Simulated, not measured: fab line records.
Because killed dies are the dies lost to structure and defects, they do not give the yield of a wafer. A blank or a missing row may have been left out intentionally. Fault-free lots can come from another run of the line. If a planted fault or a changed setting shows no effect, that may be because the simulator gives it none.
Struck lot and sound lot, side by side | flow sfq_line | 3 steps out of a route of 325
Sound: these wafers, L483.1, L483.2, L483.4. The struck wafers were L487.1, L487.3, L487.4. At the end, the cause is stated.
At each step with rows: each side's tool, then ch and its chambers, then its first start. Under that, the readings that differ: sound wafers | struck wafers | difference of the means | sigmas: that difference in standard deviations of wafers without a fault.
alike: same words and numbers on both sides, and readings whose means sit less than 2 such deviations apart. not compared: any withheld reading, any reading some wafer has no value for, any bound like >300 that may hide the same value, and any number with overlapping values for which the record gives no deviation.
A row with sigmas, a row that says differs or no value, or rows on one side alone: a step with any of these is where the two part. Numbers that have no deviation but don't overlap get no sigmas and don't part them. A reading missing from all wafers of one side parts the sides only when that side holds two or more wafers.

SFQ_INCOMING_BOW_MEAS_900:
  struck on film_metro-01, day 3 02:00; sound on film_metro-03, day 2 06:00
  alike: INCOMING_BOW
SFQ_TRILAYER_INCOMING_OXIDATION_002: target thk 500 nm, ox time 4939 s.
  sound on furnace-02 ch 0, day 2 06:07; struck on furnace-02 ch 0, day 3 02:07
  reading                                                   | sound                | struck               | difference | sigmas
  spike_tc_bottom_C (C)                                     | 1016.1 1017.3 1017.5 | 1001.7 1000.6 998.5  | -16.7      | -14
  spike_tc_centre_C (C)                                     | 999.1 1000.7 1000.4  | 985.4 984.5 984.4    | -15.3      | -14
  spike_tc_lower_C (C)                                      | 1003.1 1002.6 1000.8 | 986.6 986.9 985.1    | -16.0      | -15
  spike_tc_top_C (C)                                        | 1012.9 1014.1 1014.4 | 997.4 997.9 997.5    | -16.2      | -10
  spike_tc_upper_C (C)                                      | 1001.2 999.4 1001.9  | 985.1 984.2 984.6    | -16.2      | -15
  tube_center_temp_C (C)                                    | 1000 999.91 999.96   | 983.85 983.98 983.75 | -16.10     | -99 or more
  tube_center_temp_C_max                                    | 1002.8 1003.0 1002.4 | 986.2 986.4 986.5    | -16.4      | -37
  model.SiO2_of_TRILAYER_INCOMING_OXIDATION_002.thk_nm (nm) | 498.7 497.7 488.8    | 438.6 434 445.8      | -55.6      |
SFQ_TRILAYER_L0_DEP_SPUTTER_003: material MoNx KI, target thk 40 nm, time 100 s.
  struck on pvd_sputter-05, day 3 04:29; sound on pvd_sputter-04, day 2 08:29
  alike: throttle_valve_pct

WHERE THEY PART
At SFQ_TRILAYER_INCOMING_OXIDATION_002 and nowhere else, as far as this record goes. Later steps at which nothing parts them and some readings are alike: SFQ_TRILAYER_L0_DEP_SPUTTER_003.

WHY: whatever the simulator had introduced
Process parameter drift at SFQ_TRILAYER_INCOMING_OXIDATION_002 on furnace-02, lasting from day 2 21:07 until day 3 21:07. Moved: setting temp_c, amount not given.
